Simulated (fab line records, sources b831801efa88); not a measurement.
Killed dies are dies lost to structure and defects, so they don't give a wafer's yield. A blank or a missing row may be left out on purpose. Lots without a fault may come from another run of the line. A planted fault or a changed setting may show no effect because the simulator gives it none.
Which tool did it? | flow gf180mcu | 12 lots, 36 wafers sampled, at 2 steps of a route of 602

WHAT THE GAUGES READ, wafer by wafer
GF_V4_OVL_MEAS_15.
lot  | measured     | on         | V4_OVL (nm)
L075 | day 24 18:23 | overlay-01 | 4 -3 3
L077 | day 25 08:14 | overlay-01 | -1 7 9
L079 | day 26 03:30 | overlay-02 | 4 3 4
L081 | day 27 02:01 | overlay-01 | -7 -1 2
L083 | day 27 06:34 | overlay-02 | 1 6 -7
L085 | day 28 03:58 | overlay-01 | 14 8 -4
L087 | day 28 17:03 | overlay-02 | 2 -5 -11
L089 | day 29 08:28 | overlay-02 | 5 1 2
L091 | day 29 21:31 | overlay-01 | 15 10 5
L093 | day 30 06:37 | overlay-01 | -3 4 15
L095 | day 30 20:53 | overlay-01 | -6 1 -1
L097 | day 31 10:09 | overlay-01 | 4 2 12

WHICH TOOL RAN EACH LOT (tool, then ch and the chambers of the sampled wafers, then the start)
lot  | GF_V3_ETCH_16
L075 | rie_diel-02 ch 0,1,3, day 22 17:34
L077 | rie_diel-02 ch 1,2,3, day 23 07:11
L079 | rie_diel-04 ch 1,2,3, day 24 05:31
L081 | rie_diel-03 ch 0,1,3, day 25 05:40
L083 | rie_diel-04 ch 0,1,2, day 25 10:40
L085 | rie_diel-04 ch 0,2,3, day 26 08:10
L087 | rie_diel-02 ch 0,1, day 26 21:53
L089 | rie_diel-04 ch 1,3, day 27 14:35
L091 | rie_diel-02 ch 1,2, day 28 03:21
L093 | rie_diel-04 ch 0,2,3, day 28 14:37
L095 | rie_diel-03 ch 0,2,3, day 29 04:32
L097 | rie_diel-03 ch 2,3, day 29 18:28
- GF_V3_ETCH_16: etches BARC in N2/H2.

THE ANSWER, worked out from the rows above alone
Rule: what is usual is taken from the lots themselves. Put in order of their means at a reading, lots are off if they are a third of the lots or fewer, leave a main group of 4 or more, and stand apart from it by a gap of 3 or more times the standard deviation of the main group's means; of several such gaps the widest counts. A main group whose means are all the same, to the digits that the tables above print for the reading, isn't used. A lot without any number at a reading at which 4 lots or more have one is off too. The other lots that the step has rows for count as sound.
No lot is off at any reading shown: from this, nothing can be told.

WHAT THE SIMULATOR HAD PUT IN
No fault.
